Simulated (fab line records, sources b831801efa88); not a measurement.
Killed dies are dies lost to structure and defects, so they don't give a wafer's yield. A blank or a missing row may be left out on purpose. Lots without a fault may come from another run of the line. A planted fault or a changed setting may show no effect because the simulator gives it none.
One fault seen from 2 desks | flow sky130 | each desk has only its own numbers; what lay behind them comes last

THE TOOL OWNER'S DESK: pvd_sputter-02
The tool's own readings at SKY_METAL4_SPUTTER_04 (material TiN, target thk 70 nm, time 58.3 s): means of the sampled wafers that have a number, for each lot that ran on this tool. A lot is out of limits, marked OUT, if its mean lies more than 4 standard deviations from the usual mean; the brackets give that distance.
Columns: A = throttle_valve_pct at SKY_METAL4_SPUTTER_04, usual 29.6 %
lot  | first seen here | A
L624 | day 40 15:38    | 28.8
L625 | day 40 20:13    | 29.3
L629 | day 41 18:50    | 28.8
L633 | day 43 01:05    | 29.6
L637 | day 44 07:54    | 30.5
This desk's finding: nothing out of limits on any of the 5 lots.

THE METROLOGY DESK
What the gauges read, lot by lot, whatever tool the lot ran on: means of the sampled wafers that have a number. A lot is out of limits, marked OUT, if its mean lies more than 4 standard deviations from the usual mean; the brackets give that distance.
Columns: A = CAP2M_CVD_00_THK at SKY_CAP2M_THK_MEAS_01, usual 15.48 nm
lot  | first seen here | A
L622 | day 39 10:04    | 15.26
L624 | day 40 15:42    | 15.45
L625 | day 40 20:17    | 15.45
L626 | day 41 02:56    | 15.36
L627 | day 41 05:47    | 15.68
L628 | day 41 11:50    | 15.37
L629 | day 41 18:55    | 15.57
L633 | day 43 01:10    | 15.71
L634 | day 43 08:37    | 15.51
L637 | day 44 07:58    | 15.44
L640 | day 45 00:18    | 15.40
L642 | day 45 13:19    | 15.59
This desk's finding: nothing out of limits on any of the 12 lots.

PUT TOGETHER
The tool owner's desk saw nothing out of limits.
The metrology desk saw nothing out of limits.

WHAT THE SIMULATOR HAD PUT IN
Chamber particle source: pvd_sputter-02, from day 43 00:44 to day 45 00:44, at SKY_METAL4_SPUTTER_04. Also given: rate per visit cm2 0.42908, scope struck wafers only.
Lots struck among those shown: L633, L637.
